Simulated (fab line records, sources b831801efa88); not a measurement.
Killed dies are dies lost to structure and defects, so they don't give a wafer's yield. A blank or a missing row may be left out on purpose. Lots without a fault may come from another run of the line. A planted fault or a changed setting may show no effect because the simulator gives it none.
Which tool did it? | flow gf180mcu | 13 lots, 38 wafers sampled, at 5 steps of a route of 602

WHAT THE GAUGES READ, wafer by wafer
GF_HV_LDD_THK_MEAS_57. Usual: HV_LDD_CVD_56_THK 90.0 nm, standard deviation 0.92.
lot  | measured     | on            | HV_LDD_CVD_56_THK (nm) | flag
L652 | day 12 11:34 | film_metro-01 | 89.9 89.9 90.0         |
L653 | day 12 20:12 | film_metro-04 | 90.3 90.5 90.0         |
L654 | day 13 14:40 | film_metro-03 | 89.9 89.9 90.0         |
L655 | day 13 23:46 | film_metro-01 | 91.3 90.7 90.6         |
L656 | day 14 01:00 | film_metro-04 | 90.1 88.5 89.3         |
L657 | day 14 05:05 | film_metro-03 | 89.7 89.9 89.7         |
L664 | day 16 06:58 | film_metro-03 | 89.7 89.0              |
L665 | day 16 20:30 | film_metro-04 | 88.9 89.5 89.8         |
L667 | day 17 11:16 | film_metro-04 | 91.7 91.3 91.0         |
L670 | day 18 18:22 | film_metro-01 | 89.9 89.1 88.3         |
L669 | day 18 20:38 | film_metro-01 | 89.3 89.6 89.0         |
L672 | day 19 08:01 | film_metro-03 | 89.7 89.4 89.6         |
L673 | day 19 14:09 | film_metro-03 | 89.8 88.8 89.1         |

GF_NSD_OVL_MEAS_08. Usual: NSD_OVL 1.7 nm, standard deviation 1.4.
lot  | measured     | on         | NSD_OVL (nm) | flag
L652 | day 13 07:08 | overlay-01 | 1.9 1.7 3.5  |
L653 | day 13 16:29 | overlay-01 | 2.5 4.1 1.7  |
L654 | day 14 10:25 | overlay-01 | 2.0 3.7 1.8  |
L655 | day 14 19:40 | overlay-01 | 3.3 3.4 3.0  |
L656 | day 14 21:19 | overlay-02 | 1.9 3.5 1.4  |
L657 | day 15 02:08 | overlay-01 | -0.3 1.3 1.6 |
L664 | day 17 05:11 | overlay-02 | 0.2 0.8      |
L665 | day 17 20:11 | overlay-01 | 0.1 -0.7 0.2 |
L667 | day 18 10:17 | overlay-01 | 2.6 3.2 2.8  |
L670 | day 19 18:59 | overlay-01 | 0.5 1.4 1.2  |
L669 | day 19 21:23 | overlay-02 | 1.8 -0.4 1.4 |
L672 | day 20 08:49 | overlay-01 | 1.7 0.4 -1.2 |
L673 | day 20 14:50 | overlay-01 | 1.9 1.8 1.4  |

GF_PSD_RS_MEAS_14: measures by four-point-probe. Usual: NSD_RS 46.15 ohm/sq, standard deviation 0.11.
lot  | measured     | on            | NSD_RS (ohm/sq)   | flag
L652 | day 14 03:46 | film_metro-02 | 46.16 46.11 46.09 |
L653 | day 14 13:05 | film_metro-02 | 46.08 46.13 46.21 |
L654 | day 15 08:06 | film_metro-04 | 46.12 46.00 46.05 |
L655 | day 15 17:15 | film_metro-03 | 46.18 46.14 46.15 |
L656 | day 15 19:06 | film_metro-03 | 46.06 46.00 46.13 |
L657 | day 16 00:40 | film_metro-04 | 46.23 46.18 46.32 |
L664 | day 18 05:13 | film_metro-04 | 46.43 46.66       | OFF
L665 | day 18 20:54 | film_metro-04 | 46.23 46.16 46.25 |
L667 | day 19 10:51 | film_metro-04 | 46.20 46.18 46.18 |
L670 | day 20 19:49 | film_metro-02 | 46.04 46.05 46.11 |
L669 | day 20 22:32 | film_metro-02 | 46.10 46.01 45.99 |
L672 | day 21 09:49 | film_metro-02 | 46.13 46.04 46.06 |
L673 | day 21 14:46 | film_metro-04 | 46.04 46.21 46.19 |

WHICH TOOL RAN EACH LOT (tool, then ch and the chambers of the sampled wafers, then the start)
lot  | GF_NSD_IMPLANT_10               | GF_PSD_STRIP_10
L652 | implanter-01 ch 0, day 13 07:23 | plasma_asher-01 ch 0,1, day 14 03:26
L653 | implanter-01 ch 0, day 13 16:43 | plasma_asher-04 ch 0,1, day 14 12:47
L654 | implanter-02 ch 0, day 14 10:37 | plasma_asher-03 ch 0,1, day 15 07:49
L655 | implanter-03 ch 0, day 14 19:52 | plasma_asher-03 ch 0,1, day 15 16:58
L656 | implanter-02 ch 0, day 14 21:31 | plasma_asher-03 ch 0,1, day 15 18:49
L657 | implanter-03 ch 0, day 15 02:20 | plasma_asher-01 ch 0,1, day 16 00:22
L664 | implanter-03 ch 0, day 17 05:22 | plasma_asher-04 ch 0,1, day 18 04:55
L665 | implanter-01 ch 0, day 17 20:25 | plasma_asher-03 ch 0,1, day 18 20:36
L667 | implanter-02 ch 0, day 18 10:28 | plasma_asher-04 ch 0,1, day 19 10:33
L670 | implanter-03 ch 0, day 19 19:10 | plasma_asher-04 ch 0,1, day 20 19:31
L669 | implanter-02 ch 0, day 19 21:35 | plasma_asher-03 ch 0,1, day 20 22:13
L672 | implanter-03 ch 0, day 20 09:02 | plasma_asher-03 ch 0,1, day 21 09:30
L673 | implanter-02 ch 0, day 20 15:02 | plasma_asher-04 ch 0,1, day 21 14:27
- GF_NSD_IMPLANT_10
- GF_PSD_STRIP_10: strips in O2/N2.

WHAT THE TOOLS THEMSELVES READ (means of the sampled wafers that have a number; where no wafer has one, the mark that the record gives instead)
GF_PSD_STRIP_10. Usual: chamber_pressure_mTorr 1500.0 mTorr, standard deviation 1.3; drypump_motor_current_A 5.6 A, standard deviation 0.36; heater_power_w 328 W, standard deviation 49; n2_flow_sccm 300.0 sccm, standard deviation 0.89; oes_product_au 0.592 a.u., standard deviation 0.0044; strip_time_to_endpoint_s 16.51 s, standard deviation 0.039.
lot  | tool            | chamber_pressure_mTorr (mTorr) | drypump_motor_current_A (A) | heater_power_w (W) | n2_flow_sccm (sccm) | oes_product_au (a.u.) | strip_time_to_endpoint_s (s) | flag
L652 | plasma_asher-01 | 1501.4                         | 6.2                         | 320                | 299.0               | 0.591                 | 16.49                        |
L653 | plasma_asher-04 | 1499.7                         | 5.3                         | 354                | 299.1               | 0.596                 | 16.51                        |
L654 | plasma_asher-03 | 1500.0                         | 5.5                         | 311                | 300.6               | 0.589                 | 16.49                        |
L655 | plasma_asher-03 | 1500.1                         | 5.7                         | 333                | 299.5               | 0.587                 | 16.49                        |
L656 | plasma_asher-03 | 1500.5                         | 5.5                         | 313                | 300.5               | 0.589                 | 16.48                        |
L657 | plasma_asher-01 | 1500.0                         | 6.2                         | 315                | 299.1               | 0.593                 | 16.49                        |
L664 | plasma_asher-04 | 1501.8                         | 5.5                         | 333                | 300.6               | 0.593                 | 16.54                        |
L665 | plasma_asher-03 | 1498.8                         | 5.7                         | 329                | 299.9               | 0.588                 | 16.50                        |
L667 | plasma_asher-04 | 1499.5                         | 5.4                         | 359                | 300.7               | 0.593                 | 16.55                        |
L670 | plasma_asher-04 | 1500.7                         | 5.4                         | 355                | 300.2               | 0.594                 | 16.52                        |
L669 | plasma_asher-03 | 1500.3                         | 5.5                         | 317                | 300.1               | 0.594                 | 16.56                        |
L672 | plasma_asher-03 | 1500.6                         | 5.7                         | 339                | 299.6               | 0.594                 | 16.54                        |
L673 | plasma_asher-04 | 1499.8                         | 5.6                         | 314                | 300.5               | 0.597                 | 16.41                        |

THE ANSWER, worked out from the rows above alone
Rule: a lot is off if the mean of its wafers that have a number lies more than 3 standard deviations from the usual mean. A lot without any number at a reading at which 4 lots or more have one is off too. The other lots that the step has rows for count as sound. The gauges are gone through in route order, then the tools' own readings, and for those a lot's mean is taken as printed above. The first step at which some lot is off is used, and at that step the reading that is off furthest; a lot without a number counts as furthest.
Off: L664, at GF_PSD_RS_MEAS_14 (NSD_RS).
A tool fits if, at a process step before that reading, it ran every lot that is off, and no sound lot after the first of them. The gauges at GF_PSD_RS_MEAS_14 are tried like those tools. None of those tried fits.

WHAT THE SIMULATOR HAD PUT IN
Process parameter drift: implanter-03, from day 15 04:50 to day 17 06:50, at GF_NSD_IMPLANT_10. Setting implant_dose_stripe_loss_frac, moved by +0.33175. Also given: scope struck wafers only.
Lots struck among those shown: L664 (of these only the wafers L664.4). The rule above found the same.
